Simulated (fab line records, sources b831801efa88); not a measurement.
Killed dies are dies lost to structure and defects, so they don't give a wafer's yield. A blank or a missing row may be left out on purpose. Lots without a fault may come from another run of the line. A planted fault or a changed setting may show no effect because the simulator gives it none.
A struck lot beside a sound one | flow sfq_line | 42 steps out of a route of 325
Sound: wafers L980.3, L980.4, L980.5. Struck: wafers L971.1, L971.3, L971.5. The cause comes at the end.
At each step with rows: each side's tool, then ch and its chambers, then its first start. Under that, the readings that differ: sound wafers | struck wafers | difference of the means | sigmas: that difference in standard deviations of wafers without a fault.
alike: readings whose means differ by less than 2 such deviations, and words and numbers that are the same on both sides. not compared: withheld readings, readings that some wafer has no value for, bounds like >300 that may hide the same value, and numbers for which the record gives no deviation and whose values overlap.
The two part at a step that has a row with sigmas, a row that says differs or no value, or rows on one side only. Numbers that don't overlap but have no deviation are shown without sigmas and don't part them. A reading that every wafer of one side lacks parts them only if that side has two wafers or more.

SFQ_M2_OVL_MEAS_916:
  sound on overlay-02, day 33 13:42; struck on overlay-01, day 32 18:06
  alike: M2_OVL
then, 2 steps without rows for these wafers: SFQ_TRILAYER_M2_BARC_OPEN_METAL_ETCH_077 (etches BARC in O2, target depth 125 nm, time 41.7 s); SFQ_TRILAYER_M2_ETCH_METAL_ETCH_060 (etches Nb in Cl2/Ar, stops on SiO2, target depth 240 nm, time 120 s).
SFQ_TRILAYER_M2_STRIP_STRIP_061: strips in O2.
  sound on rie_metal-02 ch 0,1, day 33 14:07; struck on rie_metal-03 ch 1, day 32 18:31
  alike: drypump_motor_current_A, oes_product_au, platen_temp_c
  not compared: rf_hours_counter_h
then, 1 step without rows for these wafers: SFQ_TRILAYER_M2_STRIP_SOLV_CLEAN_062 (cleans in NMP, time 600 s).
SFQ_TRILAYER_I2_DEP_PECVD_063: deposits SiO2 from SiH4/N2O, time 111.11 s, target thk 500 nm.
  sound on pecvd-02 ch 0,1, day 33 14:41; struck on pecvd-03 ch 0,1, day 32 19:53
  alike: chamber_pressure_Torr, heater_power_w, throttle_valve_pct
SFQ_TRILAYER_I2_CMP_CMP_064: polishes SiO2.
  sound on cmp-02 ch 1,3, day 34 04:42; struck on cmp-01 ch 1,3, day 32 20:30
  alike: head_pressure_psi, motor_current_A, retaining_ring_pressure_frac, time_to_endpoint_s
SFQ_I2_BOW_MEAS_917:
  sound on film_metro-01, day 34 07:14; struck on film_metro-01, day 32 23:00
  alike: I2_BOW
then, 4 steps without rows for these wafers: SFQ_TRILAYER_I2_METRO_MEASURE_065; SFQ_TRILAYER_I2_VIA_LITHO_COAT_072 (resist thk 62 nm); SFQ_TRILAYER_I2_VIA_LITHO_COAT_067 (resist thk 650 nm); SFQ_TRILAYER_I2_VIA_LITHO_SOFTBAKE_071.
-- the record jumps here: 5 days lie between the struck wafers' starts before and after --
SFQ_TRILAYER_I2_VIA_LITHO_EXPOSE_068: exposes mask I2, target cd 500 nm.
  sound on krf_scanner-01 ch 0, day 39 05:29; struck on krf_scanner-02 ch 0, day 38 09:30
  reading                    | sound                   | struck            | difference | sigmas
  model.I2.overlay_x_nm (nm) | -0.9667 -0.9667 -0.9667 | 151.3 151.3 151.3 | +152.3     |
  alike: mask
then, 2 steps without rows for these wafers: SFQ_TRILAYER_I2_VIA_LITHO_PEB_070 (peb time 60 s); SFQ_TRILAYER_I2_VIA_LITHO_DEVELOP_069 (time 60 s).
SFQ_I2_OVL_MEAS_918:
  sound on overlay-02, day 39 06:36; struck on overlay-02, day 38 11:00
  reading     | sound    | struck      | difference | sigmas
  I2_OVL (nm) | -7 -4 -4 | 147 150 144 | +152       | +25
SFQ_TRILAYER_I2_VIA_BARC_OPEN_VIA_ETCH_096: etches BARC in O2, target depth 125 nm, time 41.7 s.
  sound on rie_diel-02 ch 1,2, day 39 06:37; struck on rie_diel-04 ch 0,2, day 38 11:02
  alike: bias_w, drypump_motor_current_A, oes_product_au
  not compared: rf_hours_counter_h
then, 5 steps without rows for these wafers: SFQ_TRILAYER_I2_VIA_ETCH_VIA_ETCH_070 (etches SiO2 in CHF3, stops on Nb, target depth 260 nm); SFQ_TRILAYER_I2_VIA_STRIP_STRIP_071 (strips in O2); SFQ_TRILAYER_I2_VIA_STRIP_SOLV_CLEAN_072 (cleans in NMP, time 600 s); SFQ_TRILAYER_M3_DEP_PRE_CLEAN_074 (time 22.5 s); SFQ_TRILAYER_M3_DEP_SPUTTER_073 (material Nb, target thk 200 nm, time 133.3 s).
SFQ_M3_RS_MEAS_919: measures by four-point-probe.
  sound on film_metro-03, day 39 07:43; struck on film_metro-02, day 38 12:12
  reading           | sound             | struck            | difference | sigmas
  M3_NB_RS (ohm/sq) | 0.870 0.878 0.875 | 0.896 0.900 0.889 | +0.021     | +2
then, 6 steps without rows for these wafers: SFQ_TRILAYER_M3_LITHO_COAT_080 (resist thk 62 nm); SFQ_TRILAYER_M3_LITHO_COAT_075 (resist thk 600 nm); SFQ_TRILAYER_M3_LITHO_SOFTBAKE_079; SFQ_TRILAYER_M3_LITHO_EXPOSE_076 (exposes mask M3, target cd 500 nm); SFQ_TRILAYER_M3_LITHO_PEB_078 (peb time 60 s); SFQ_TRILAYER_M3_LITHO_DEVELOP_077 (time 60 s).
-- the record jumps here: 4 days lie between the struck wafers' starts before and after --
SFQ_M3_OVL_MEAS_921:
  sound on overlay-02, day 43 14:00; struck on overlay-02, day 42 21:28
  reading     | sound       | struck | difference | sigmas
  M3_OVL (nm) | -15 -14 -14 | 2 8 -2 | +17        | +3
then, 5 steps without rows for these wafers: SFQ_TRILAYER_M3_BARC_OPEN_METAL_ETCH_100 (etches BARC in O2, target depth 125 nm, time 41.7 s); SFQ_TRILAYER_M3_ETCH_METAL_ETCH_078 (etches Nb in Cl2/Ar, stops on SiO2, target depth 240 nm, time 120 s); SFQ_TRILAYER_M3_STRIP_STRIP_079 (strips in O2); SFQ_TRILAYER_M3_STRIP_SOLV_CLEAN_080 (cleans in NMP, time 600 s); SFQ_TRILAYER_I3_DEP_PECVD_081 (deposits SiO2 from SiH4/N2O, time 111.11 s, target thk 500 nm).
-- the record jumps here: 2 days lie between the struck wafers' starts before and after --
SFQ_TRILAYER_I3_CMP_CMP_082: polishes SiO2.
  sound on cmp-01 ch 0,1,2, day 45 22:38; struck on cmp-02 ch 0,1,3, day 45 05:26
  alike: head_pressure_psi, motor_current_A, retaining_ring_pressure_frac, time_to_endpoint_s
SFQ_I3_BOW_MEAS_922:
  sound on film_metro-02, day 46 01:10; struck on film_metro-04, day 45 08:26
  alike: I3_BOW
then, 4 steps without rows for these wafers: SFQ_TRILAYER_I3_METRO_MEASURE_083; SFQ_TRILAYER_I3_VIA_LITHO_COAT_090 (resist thk 62 nm); SFQ_TRILAYER_I3_VIA_LITHO_COAT_085 (resist thk 650 nm); SFQ_TRILAYER_I3_VIA_LITHO_SOFTBAKE_089.
-- the record jumps here: 43 days lie between the struck wafers' starts before and after --
SFQ_M8_BOW_MEAS_951:
  sound on film_metro-01, day 90 11:49; struck on film_metro-03, day 88 09:14
  reading                 | sound            | struck            | difference | sigmas
  model.etest.i2.link_ohm | 1.939 1.95 1.944 | 2.066 2.069 2.045 | +0.116     |
  alike: M8_BOW

WHERE THEY PART
First at SFQ_I2_OVL_MEAS_918; last, within this record, at SFQ_M3_OVL_MEAS_921. Later steps at which nothing parts them and some readings are alike: SFQ_TRILAYER_I3_CMP_CMP_082, SFQ_I3_BOW_MEAS_922, SFQ_M8_BOW_MEAS_951.

WHY: what the simulator had put in
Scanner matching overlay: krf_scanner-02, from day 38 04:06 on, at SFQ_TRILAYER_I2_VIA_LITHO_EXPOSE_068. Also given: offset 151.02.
